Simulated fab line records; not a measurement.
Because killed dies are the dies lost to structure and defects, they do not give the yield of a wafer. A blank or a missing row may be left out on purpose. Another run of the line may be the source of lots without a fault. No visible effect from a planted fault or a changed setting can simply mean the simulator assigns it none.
fab line records || flow sky130 || part 2 of 2: steps 43 to 43 of 43
record: {"lots": 6, "wafers": 18, "lastDay": 50}
route steps=708 shown CAP2M@620 METAL4@621 VIA4@639 METAL5@661 PAD_OPEN@708
lots that met no fault: taken from a fault-free run of the same line
startH: hours from the record's opening day to when the first of the lot's shown wafers began || waitH: hours elapsed since this lot's preceding step || " same as the row above || L1.1+2: a single row standing in for several wafers || - no value present, or no start provided || * or withheld: withheld || < > ~ a bound
route shown NAME@n: names a module that has steps shown in the file, with the first one's number in the route || usual: average and standard deviation across the fault-free wafers || same: alike in all rows || chamber/n: place in a boat || sites: the reading at each site || _std_site: their standard deviation || _edge_site: outer sites' mean less inner sites' || radiusMm: how far each site lies from the wafer's centre || mask NAME#n: copy n || behind: the last tool/chamber to shape the wafer || hold: reason for holding the lot/hours on hold/outcome of the hold || device: whichever transistor did not switch (one of n, p or np) || end of line: at the end of the route, the tests of the same wafers || a step given without rows: its recipe and nothing more || killed: dies that structure and defects cost at the first sort, which is not the same as the wafer's yield || map: dies across one wafer; x = killed, . = not, _ = none there
set.NAME: the setting as run; set.NAME@STEP: as run at that earlier step || model.NAME: the simulator's own value behind a step, which no gauge read
a table for each step, a row for each wafer; lots at some steps of the route
services: when a tool's chamber went out of use (startH, in hours from the record's first day, below 0 if earlier), for how many hours, and the reason
== steps ==
step: SKY_PAD_OPEN_PROBE_99
usual: {"defectLimitedYield": "82.9/1.9", "killed_at_M0_to_M3": "42/6.3", "killed_at_M4_up": "2.8/1.9", "killedAtContacts": "23/5.3", "killedAtFrontEnd": "16/4.3", "killedAtOther": "0.2/0.51", "killedDies": "84/9.3", "killedOpen": "46/7.6", "killedShort": "38/6.3", "sort_bin_3_pad_short": "0.8/0.41", "sort_bin_5_function": "10.0/1.4", "sort_bin_6_memory": "6.2/1.1", "sortNPass": "408/9.3", "sortYieldPct": "82.9/1.9"}
same: {"grossDies": 492, "killedAtBackSide": 0, "sort_bin_4_leakage[%]": 0, "sort_bin_8_speed[%]": 0}
{"lot.wafer": "L545.3", "tool": "prober-01", "chamber": "-", "startH": 1139.82, "waitH": 0.2, "defectLimitedYield[%]": 81.5, "killed_at_M0_to_M3": 46, "killed_at_M4_up": 5, "killedAtContacts": 26, "killedAtFrontEnd": 14, "killedAtOther": 0, "killedDies": 91, "killedOpen": 54, "killedShort": 37, "sort_bin_3_pad_short[%]": 1.0, "sort_bin_5_function[%]": 10.0, "sort_bin_6_memory[%]": 7.5, "sortNPass": 401, "sortYieldPct[%]": 81.5, "model.etest.tester.sortNPass": 401, "model.etest.tester.sortYieldPct": 81.5, "model.etest.tester.sort_bin_5_pct": 9.959, "model.etest.tester.sort_bin_3_pct": 1.016}
{"lot.wafer": "L545.5", "tool": "prober-01", "chamber": "-", "startH": 1139.92, "waitH": 0.2, "defectLimitedYield[%]": 84.1, "killed_at_M0_to_M3": 36, "killed_at_M4_up": 1, "killedAtContacts": 26, "killedAtFrontEnd": 13, "killedAtOther": 2, "killedDies": 78, "killedOpen": 45, "killedShort": 33, "sort_bin_3_pad_short[%]": 0.6, "sort_bin_5_function[%]": 8.9, "sort_bin_6_memory[%]": 6.3, "sortNPass": 414, "sortYieldPct[%]": 84.1, "model.etest.tester.sortNPass": 414, "model.etest.tester.sortYieldPct": 84.15, "model.etest.tester.sort_bin_5_pct": 8.943, "model.etest.tester.sort_bin_3_pct": 0.6098}
{"lot.wafer": "L545.6", "tool": "prober-01", "chamber": "-", "startH": 1139.97, "waitH": 0.2, "defectLimitedYield[%]": 81.7, "killed_at_M0_to_M3": 39, "killed_at_M4_up": 3, "killedAtContacts": 27, "killedAtFrontEnd": 19, "killedAtOther": 2, "killedDies": 90, "killedOpen": 55, "killedShort": 35, "sort_bin_3_pad_short[%]": 0.6, "sort_bin_5_function[%]": 12.2, "sort_bin_6_memory[%]": 5.5, "sortNPass": 402, "sortYieldPct[%]": 81.7, "model.etest.tester.sortNPass": 402, "model.etest.tester.sortYieldPct": 81.71, "model.etest.tester.sort_bin_5_pct": 12.2, "model.etest.tester.sort_bin_3_pct": 0.6098}
{"lot.wafer": "L552.3", "tool": "prober-02", "chamber": "-", "startH": 1175.25, "waitH": 0.2, "defectLimitedYield[%]": 84.8, "killed_at_M0_to_M3": 35, "killed_at_M4_up": 2, "killedAtContacts": 21, "killedAtFrontEnd": 17, "killedAtOther": 0, "killedDies": 75, "killedOpen": 40, "killedShort": 35, "sort_bin_3_pad_short[%]": 1.0, "sort_bin_5_function[%]": 10.4, "sort_bin_6_memory[%]": 3.9, "sortNPass": 417, "sortYieldPct[%]": 84.8, "model.etest.tester.sortNPass": 417, "model.etest.tester.sortYieldPct": 84.76, "model.etest.tester.sort_bin_5_pct": 10.37, "model.etest.tester.sort_bin_3_pct": 1.016}
{"lot.wafer": "L552.4", "tool": "prober-02", "chamber": "-", "startH": 1175.30, "waitH": 0.2, "defectLimitedYield[%]": 82.7, "killed_at_M0_to_M3": 48, "killed_at_M4_up": 4, "killedAtContacts": 17, "killedAtFrontEnd": 16, "killedAtOther": 0, "killedDies": 85, "killedOpen": 41, "killedShort": 44, "sort_bin_3_pad_short[%]": 1.0, "sort_bin_5_function[%]": 10.6, "sort_bin_6_memory[%]": 5.7, "sortNPass": 407, "sortYieldPct[%]": 82.7, "model.etest.tester.sortNPass": 407, "model.etest.tester.sortYieldPct": 82.72, "model.etest.tester.sort_bin_5_pct": 10.57, "model.etest.tester.sort_bin_3_pct": 1.016}
{"lot.wafer": "L552.6", "tool": "prober-02", "chamber": "-", "startH": 1175.40, "waitH": 0.2, "defectLimitedYield[%]": 83.9, "killed_at_M0_to_M3": 43, "killed_at_M4_up": 3, "killedAtContacts": 20, "killedAtFrontEnd": 13, "killedAtOther": 0, "killedDies": 79, "killedOpen": 32, "killedShort": 47, "sort_bin_3_pad_short[%]": 1.4, "sort_bin_5_function[%]": 9.1, "sort_bin_6_memory[%]": 5.5, "sortNPass": 413, "sortYieldPct[%]": 83.9, "model.etest.tester.sortNPass": 413, "model.etest.tester.sortYieldPct": 83.94, "model.etest.tester.sort_bin_5_pct": 9.146, "model.etest.tester.sort_bin_3_pct": 1.423}
{"lot.wafer": "L547.1", "tool": "prober-01", "chamber": "-", "startH": 1176.57, "waitH": 0.1, "defectLimitedYield[%]": 81.7, "killed_at_M0_to_M3": 52, "killed_at_M4_up": 1, "killedAtContacts": 18, "killedAtFrontEnd": 19, "killedAtOther": 0, "killedDies": 90, "killedOpen": 54, "killedShort": 36, "sort_bin_3_pad_short[%]": 0.8, "sort_bin_5_function[%]": 10.2, "sort_bin_6_memory[%]": 7.3, "sortNPass": 402, "sortYieldPct[%]": 81.7, "model.etest.tester.sortNPass": 402, "model.etest.tester.sortYieldPct": 81.71, "model.etest.tester.sort_bin_5_pct": 10.16, "model.etest.tester.sort_bin_3_pct": 0.813}
{"lot.wafer": "L547.5", "tool": "prober-01", "chamber": "-", "startH": 1176.77, "waitH": 0.2, "defectLimitedYield[%]": 82.3, "killed_at_M0_to_M3": 41, "killed_at_M4_up": 1, "killedAtContacts": 24, "killedAtFrontEnd": 20, "killedAtOther": 1, "killedDies": 87, "killedOpen": 54, "killedShort": 33, "sort_bin_3_pad_short[%]": 0.6, "sort_bin_5_function[%]": 11.0, "sort_bin_6_memory[%]": 6.1, "sortNPass": 405, "sortYieldPct[%]": 82.3, "model.etest.tester.sortNPass": 405, "model.etest.tester.sortYieldPct": 82.32, "model.etest.tester.sort_bin_5_pct": 10.98, "model.etest.tester.sort_bin_3_pct": 0.6098}
{"lot.wafer": "L547.6", "tool": "prober-01", "chamber": "-", "startH": 1176.82, "waitH": 0.2, "defectLimitedYield[%]": 82.9, "killed_at_M0_to_M3": 39, "killed_at_M4_up": 0, "killedAtContacts": 21, "killedAtFrontEnd": 23, "killedAtOther": 1, "killedDies": 84, "killedOpen": 41, "killedShort": 43, "sort_bin_3_pad_short[%]": 0.8, "sort_bin_5_function[%]": 9.6, "sort_bin_6_memory[%]": 6.7, "sortNPass": 408, "sortYieldPct[%]": 82.9, "model.etest.tester.sortNPass": 408, "model.etest.tester.sortYieldPct": 82.93, "model.etest.tester.sort_bin_5_pct": 9.553, "model.etest.tester.sort_bin_3_pct": 0.813}
{"lot.wafer": "L556.2", "tool": "prober-01", "chamber": "-", "startH": 1188.16, "waitH": 0.1, "defectLimitedYield[%]": 78.5, "killed_at_M0_to_M3": 44, "killed_at_M4_up": 38, "killedAtContacts": 20, "killedAtFrontEnd": 4, "killedAtOther": 0, "killedDies": 106, "killedOpen": 36, "killedShort": 32, "sort_bin_3_pad_short[%]": 1.8, "sort_bin_5_function[%]": 14.2, "sort_bin_6_memory[%]": 5.5, "sortNPass": 386, "sortYieldPct[%]": 78.5, "model.etest.tester.sortNPass": 386, "model.etest.tester.sortYieldPct": 78.46, "model.etest.tester.sort_bin_5_pct": 14.23, "model.etest.tester.sort_bin_3_pct": 1.829}
{"lot.wafer": "L556.3", "tool": "prober-01", "chamber": "-", "startH": 1188.21, "waitH": 0.2, "defectLimitedYield[%]": 77.2, "killed_at_M0_to_M3": 45, "killed_at_M4_up": 37, "killedAtContacts": 19, "killedAtFrontEnd": 11, "killedAtOther": 0, "killedDies": 112, "killedOpen": 45, "killedShort": 32, "sort_bin_3_pad_short[%]": 1.2, "sort_bin_5_function[%]": 14.2, "sort_bin_6_memory[%]": 7.3, "sortNPass": 380, "sortYieldPct[%]": 77.2, "model.etest.tester.sortNPass": 380, "model.etest.tester.sortYieldPct": 77.24, "model.etest.tester.sort_bin_5_pct": 14.23, "model.etest.tester.sort_bin_3_pct": 1.22}
{"lot.wafer": "L556.6", "tool": "prober-01", "chamber": "-", "startH": 1188.36, "waitH": 0.2, "defectLimitedYield[%]": 78.0, "killed_at_M0_to_M3": 35, "killed_at_M4_up": 38, "killedAtContacts": 21, "killedAtFrontEnd": 14, "killedAtOther": 0, "killedDies": 108, "killedOpen": 36, "killedShort": 35, "sort_bin_3_pad_short[%]": 1.4, "sort_bin_5_function[%]": 14.8, "sort_bin_6_memory[%]": 5.7, "sortNPass": 384, "sortYieldPct[%]": 78.0, "model.etest.tester.sortNPass": 384, "model.etest.tester.sortYieldPct": 78.05, "model.etest.tester.sort_bin_5_pct": 14.84, "model.etest.tester.sort_bin_3_pct": 1.423}
{"lot.wafer": "L559.3", "tool": "prober-02", "chamber": "-", "startH": 1202.29, "waitH": 0.2, "defectLimitedYield[%]": 80.7, "killed_at_M0_to_M3": 39, "killed_at_M4_up": 24, "killedAtContacts": 21, "killedAtFrontEnd": 10, "killedAtOther": 1, "killedDies": 95, "killedOpen": 47, "killedShort": 27, "sort_bin_3_pad_short[%]": 0.8, "sort_bin_5_function[%]": 12.8, "sort_bin_6_memory[%]": 5.7, "sortNPass": 397, "sortYieldPct[%]": 80.7, "model.etest.tester.sortNPass": 397, "model.etest.tester.sortYieldPct": 80.69, "model.etest.tester.sort_bin_5_pct": 12.8, "model.etest.tester.sort_bin_3_pct": 0.813}
{"lot.wafer": "L559.4", "tool": "prober-02", "chamber": "-", "startH": 1202.34, "waitH": 0.2, "defectLimitedYield[%]": 78.3, "killed_at_M0_to_M3": 31, "killed_at_M4_up": 38, "killedAtContacts": 23, "killedAtFrontEnd": 14, "killedAtOther": 1, "killedDies": 107, "killedOpen": 37, "killedShort": 38, "sort_bin_3_pad_short[%]": 2.2, "sort_bin_5_function[%]": 12.4, "sort_bin_6_memory[%]": 7.1, "sortNPass": 385, "sortYieldPct[%]": 78.3, "model.etest.tester.sortNPass": 385, "model.etest.tester.sortYieldPct": 78.25, "model.etest.tester.sort_bin_5_pct": 12.4, "model.etest.tester.sort_bin_3_pct": 2.236}
{"lot.wafer": "L559.6", "tool": "prober-02", "chamber": "-", "startH": 1202.44, "waitH": 0.2, "defectLimitedYield[%]": 78.3, "killed_at_M0_to_M3": 40, "killed_at_M4_up": 41, "killedAtContacts": 16, "killedAtFrontEnd": 10, "killedAtOther": 0, "killedDies": 107, "killedOpen": 38, "killedShort": 32, "sort_bin_3_pad_short[%]": 1.8, "sort_bin_5_function[%]": 13.2, "sort_bin_6_memory[%]": 6.7, "sortNPass": 385, "sortYieldPct[%]": 78.3, "model.etest.tester.sortNPass": 385, "model.etest.tester.sortYieldPct": 78.25, "model.etest.tester.sort_bin_5_pct": 13.21, "model.etest.tester.sort_bin_3_pct": 1.829}
{"lot.wafer": "L560.1", "tool": "prober-01", "chamber": "-", "startH": 1205.38, "waitH": 0.1, "defectLimitedYield[%]": 83.1, "killed_at_M0_to_M3": 40, "killed_at_M4_up": 3, "killedAtContacts": 23, "killedAtFrontEnd": 17, "killedAtOther": 0, "killedDies": 83, "killedOpen": 43, "killedShort": 40, "sort_bin_3_pad_short[%]": 1.2, "sort_bin_5_function[%]": 9.1, "sort_bin_6_memory[%]": 6.5, "sortNPass": 409, "sortYieldPct[%]": 83.1, "model.etest.tester.sortNPass": 409, "model.etest.tester.sortYieldPct": 83.13, "model.etest.tester.sort_bin_5_pct": 9.146, "model.etest.tester.sort_bin_3_pct": 1.22}
{"lot.wafer": "L560.3", "tool": "prober-01", "chamber": "-", "startH": 1205.48, "waitH": 0.2, "defectLimitedYield[%]": 83.3, "killed_at_M0_to_M3": 43, "killed_at_M4_up": 3, "killedAtContacts": 23, "killedAtFrontEnd": 13, "killedAtOther": 0, "killedDies": 82, "killedOpen": 49, "killedShort": 33, "sort_bin_3_pad_short[%]": 1.0, "sort_bin_5_function[%]": 10.8, "sort_bin_6_memory[%]": 4.9, "sortNPass": 410, "sortYieldPct[%]": 83.3, "model.etest.tester.sortNPass": 410, "model.etest.tester.sortYieldPct": 83.33, "model.etest.tester.sort_bin_5_pct": 10.77, "model.etest.tester.sort_bin_3_pct": 1.016}
{"lot.wafer": "L560.6", "tool": "prober-01", "chamber": "-", "startH": 1205.63, "waitH": 0.2, "defectLimitedYield[%]": 81.9, "killed_at_M0_to_M3": 48, "killed_at_M4_up": 4, "killedAtContacts": 25, "killedAtFrontEnd": 12, "killedAtOther": 0, "killedDies": 89, "killedOpen": 46, "killedShort": 43, "sort_bin_3_pad_short[%]": 1.0, "sort_bin_5_function[%]": 10.4, "sort_bin_6_memory[%]": 6.7, "sortNPass": 403, "sortYieldPct[%]": 81.9, "model.etest.tester.sortNPass": 403, "model.etest.tester.sortYieldPct": 81.91, "model.etest.tester.sort_bin_5_pct": 10.37, "model.etest.tester.sort_bin_3_pct": 1.016}
killed by level:class
L545.3 VIA1:geometricParticle:open=14 CONTACT:geometricParticle:open=12 LI_CONTACT:geometricParticle:open=8 VIA2:geometricParticle:open=7 METAL2:geometricParticle:short=6 VIA1:geometricParticle:short=5 VIA3:geometricParticle:short=4 VIA3:geometricParticle:open=4
L545.5 VIA2:geometricParticle:open=8 CONTACT:geometricParticle:open=7 VIA1:geometricParticle:open=7 LI_CONTACT:geometricParticle:open=6 VIA3:geometricParticle:open=6 CONTACT:geometricParticle:short=5 VIA3:geometricParticle:short=5 LOCAL_INTERCONNECT:geometricParticle:short=4
L545.6 CONTACT:geometricParticle:open=10 VIA3:geometricParticle:open=9 LI_CONTACT:geometricParticle:open=8 FIELD_ISO:geometricParticle:short=7 FIELD_ISO:geometricParticle:open=6 VIA1:geometricParticle:open=6 VIA1:geometricParticle:short=5 LOCAL_INTERCONNECT:geometricParticle:short=5
L552.3 CONTACT:geometricParticle:open=7 VIA1:geometricParticle:open=7 POLY_GATE:geometricParticle:short=5 LI_CONTACT:geometricParticle:open=5 METAL1:geometricParticle:short=5 VIA3:geometricParticle:open=5 POLY_GATE:geometricParticle:open=4 LI_CONTACT:geometricParticle:short=4
L552.4 METAL1:geometricParticle:short=12 VIA1:geometricParticle:open=11 CONTACT:geometricParticle:open=7 VIA3:geometricParticle:open=6 POLY_GATE:geometricParticle:short=5 LI_CONTACT:geometricParticle:open=4 METAL3:geometricParticle:short=4 VIA2:geometricParticle:short=4
L552.6 VIA1:geometricParticle:open=7 METAL2:geometricParticle:short=7 CONTACT:geometricParticle:open=6 METAL1:geometricParticle:short=6 VIA3:geometricParticle:open=6 POLY_GATE:geometricParticle:short=5 VIA1:geometricParticle:short=5 METAL3:geometricParticle:short=5
L547.1 VIA1:geometricParticle:open=13 VIA2:geometricParticle:open=9 CONTACT:geometricParticle:open=9 METAL1:geometricParticle:short=7 VIA3:geometricParticle:open=6 METAL2:geometricParticle:short=5 VIA1:geometricParticle:short=5 FIELD_ISO:geometricParticle:open=4
L547.5 VIA1:geometricParticle:open=16 CONTACT:geometricParticle:open=13 VIA3:geometricParticle:open=7 POLY_GATE:geometricParticle:short=7 FIELD_ISO:geometricParticle:open=6 LI_CONTACT:geometricParticle:open=5 VIA1:geometricParticle:short=5 METAL1:geometricParticle:short=5
L547.6 POLY_GATE:geometricParticle:short=8 VIA2:geometricParticle:open=8 VIA1:geometricParticle:open=8 CONTACT:geometricParticle:short=6 CONTACT:geometricParticle:open=6 METAL2:geometricParticle:short=6 FIELD_ISO:geometricParticle:short=5 LI_CONTACT:geometricParticle:open=5
L556.2 METAL4:unspecified=38 VIA1:geometricParticle:open=14 METAL2:geometricParticle:short=7 CONTACT:geometricParticle:open=7 VIA1:geometricParticle:short=6 LI_CONTACT:geometricParticle:open=4 METAL3:geometricParticle:short=4 VIA3:geometricParticle:short=3
L556.3 METAL4:unspecified=35 LI_CONTACT:geometricParticle:open=10 VIA3:geometricParticle:open=8 METAL2:geometricParticle:short=8 VIA1:geometricParticle:open=7 METAL1:geometricParticle:short=6 VIA2:geometricParticle:open=6 POLY_GATE:geometricParticle:open=5
L556.6 METAL4:unspecified=36 VIA1:geometricParticle:open=10 VIA3:geometricParticle:short=6 FIELD_ISO:geometricParticle:open=5 CONTACT:geometricParticle:open=5 LI_CONTACT:geometricParticle:open=5 CONTACT:geometricParticle:short=5 VIA2:geometricParticle:open=5
L559.3 METAL4:unspecified=21 CONTACT:geometricParticle:open=12 VIA1:geometricParticle:open=11 VIA3:geometricParticle:open=8 METAL2:geometricParticle:short=6 LI_CONTACT:geometricParticle:open=5 VIA2:geometricParticle:open=4 FIELD_ISO:geometricParticle:open=3
L559.4 METAL4:unspecified=32 LI_CONTACT:geometricParticle:open=8 CONTACT:geometricParticle:open=7 METAL2:geometricParticle:short=6 CONTACT:geometricParticle:short=5 VIA1:geometricParticle:open=5 FIELD_ISO:geometricParticle:short=4 VIA3:geometricParticle:open=4
L559.6 METAL4:unspecified=37 VIA1:geometricParticle:open=8 CONTACT:geometricParticle:open=7 METAL2:geometricParticle:short=7 VIA2:geometricParticle:open=6 VIA3:geometricParticle:open=4 LI_CONTACT:geometricParticle:open=3 METAL1:geometricParticle:short=3
L560.1 CONTACT:geometricParticle:open=10 METAL2:geometricParticle:short=8 LI_CONTACT:geometricParticle:open=7 VIA2:geometricParticle:open=7 FIELD_ISO:geometricParticle:short=5 FIELD_ISO:geometricParticle:open=5 CONTACT:geometricParticle:short=5 VIA1:geometricParticle:short=5
L560.3 VIA1:geometricParticle:open=14 CONTACT:geometricParticle:open=10 VIA1:geometricParticle:short=9 FIELD_ISO:geometricParticle:open=6 LI_CONTACT:geometricParticle:open=6 METAL2:geometricParticle:short=6 VIA3:geometricParticle:open=5 LOCAL_INTERCONNECT:geometricParticle:short=3
L560.6 VIA1:geometricParticle:open=12 METAL1:geometricParticle:short=9 CONTACT:geometricParticle:open=9 VIA3:geometricParticle:open=6 CONTACT:geometricParticle:short=5 POLY_GATE:geometricParticle:open=4 LI_CONTACT:geometricParticle:short=4 VIA2:geometricParticle:open=4
map L556.3 (x killed, . not)
__________..xxxxxxxx_________
________....xxxxxxx..._______
______.....xxxxxxxxx..x._____
_____.......xxxx.xxx.....____
____.x..x....xxx...x..x...___
___..x..x........x....x...x__
__x..x..x.x........x.x.x...._
_.....x.x..........x.....x...
_......x......x.x.x..........
_.................x...x....x.
_......x...x..x..xx...x.....x
_.............x...........x.x
_xx.xx......x...x............
_....x........x....x.....x...
_x............x....x.......x.
__..xx.........x......x....._
___.....x.........x.....xxx__
____...xx.........x.......___
_____....x...............____
______....xx.xxx...x.xx._____
________x...x.x......._______
__________x.x......._________
map L559.4 (x killed, . not)
__________.xxxxxxxxx_________
________..x.xxxxxxxxx._______
______......xxxxxxx.x..._____
_____x......xxxxxx.x.....____
____..x...x..xxx.x..x..x..___
___............x.x.x..x....__
__.......x..........x.x....._
_....x.x.x.............xxx...
_x..........x..............xx
_...x...................x..xx
_.........x........x......x..
_.x.xx........x.....x.x..xx..
_..x....x....x.x......x......
_.x...xx........x............
_.x...................x.x..x.
__...x..x..x.......x........_
___..x......xx.............__
____..x...x.x.............___
_____..........x.........____
______...x.......xx.x..x_____
________.........x...._______
__________....x....x_________
== services ==
{"tool": "rieDiel-02", "chamber": 3, "startH": 1045.32, "hours": 11.2, "kind": "repair"}
{"tool": "plasmaAsher-04", "chamber": "-", "startH": 1049.25, "hours": 4.8, "kind": "repair"}
{"tool": "plasmaAsher-04", "chamber": "-", "startH": 1055.25, "hours": 9.0, "kind": "pm"}
{"tool": "plasmaAsher-04", "chamber": 0, "startH": 1055.25, "hours": 9.0, "kind": "ventCycle"}
{"tool": "plasmaAsher-04", "chamber": 1, "startH": 1055.25, "hours": 9.0, "kind": "ventCycle"}
{"tool": "plasmaAsher-04", "chamber": 0, "startH": 1064.25, "hours": "-", "kind": "clean"}
{"tool": "plasmaAsher-04", "chamber": 1, "startH": 1064.25, "hours": "-", "kind": "clean"}
{"tool": "rieDiel-03", "chamber": 3, "startH": 1073.68, "hours": "-", "kind": "clean"}
{"tool": "rieDiel-03", "chamber": 3, "startH": 1073.68, "hours": 29.9, "kind": "scheduledDown"}
{"tool": "rieDiel-03", "chamber": 3, "startH": 1073.68, "hours": 29.9, "kind": "ventCycle"}
{"tool": "plasmaAsher-01", "chamber": "-", "startH": 1112.49, "hours": 2.8, "kind": "pm"}
{"tool": "rieDiel-03", "chamber": "-", "startH": 1113.31, "hours": 0.4, "kind": "repair"}
{"tool": "plasmaAsher-01", "chamber": "-", "startH": 1119.76, "hours": 14.6, "kind": "pm"}
{"tool": "rieMetal-02", "chamber": 0, "startH": 1120.70, "hours": 2.9, "kind": "repair"}
{"tool": "plasmaAsher-04", "chamber": "-", "startH": 1120.76, "hours": 15.6, "kind": "pm"}
{"tool": "rieMetal-02", "chamber": "-", "startH": 1134.32, "hours": 0.2, "kind": "repair"}
{"tool": "plasmaAsher-04", "chamber": "-", "startH": 1143.23, "hours": 0.8, "kind": "repair"}
{"tool": "rieDiel-03", "chamber": 2, "startH": 1144.49, "hours": 26.8, "kind": "repair"}
== key ==
firstSign: {"step": "SKY_PAD_OPEN_PROBE_99", "reading": "killed_at_M4_up", "direction": "up", "sigmas": 17, "usual": 2.8, "struck": 36}
effect: {"step": "SKY_PAD_OPEN_PROBE_99", "reading": "sort_bin_5_function", "direction": "up", "sigmas": 2.5, "usual": 10.0, "struck": 13.6, "wafersMoved": 5}
modelEffect: {"step": "SKY_PAD_OPEN_PROBE_99", "value": "etest.tester.sortNPass", "without": 415.2, "struck": 386.2}
metAt SKY_METAL4_ETCH_16
struckWafers L556.2,L556.3,L556.6,L559.3,L559.4,L559.6
onsetBetween 1093.50 1109.64
alsoFits SKY_METAL4_DESCUM_15:rieMetal-02,SKY_METAL4_METAL_ETCH_18:rieMetal-03,SKY_VIA4_ETCH_12:rieDiel-04
fault: {"kind": "chamberParticleSource", "tool": "rieMetal-02", "chamber": "-", "onsetH": 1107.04, "steps": "SKY_METAL4_ETCH_16", "ratePerVisitCm2": 0.54779, "endH": 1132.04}
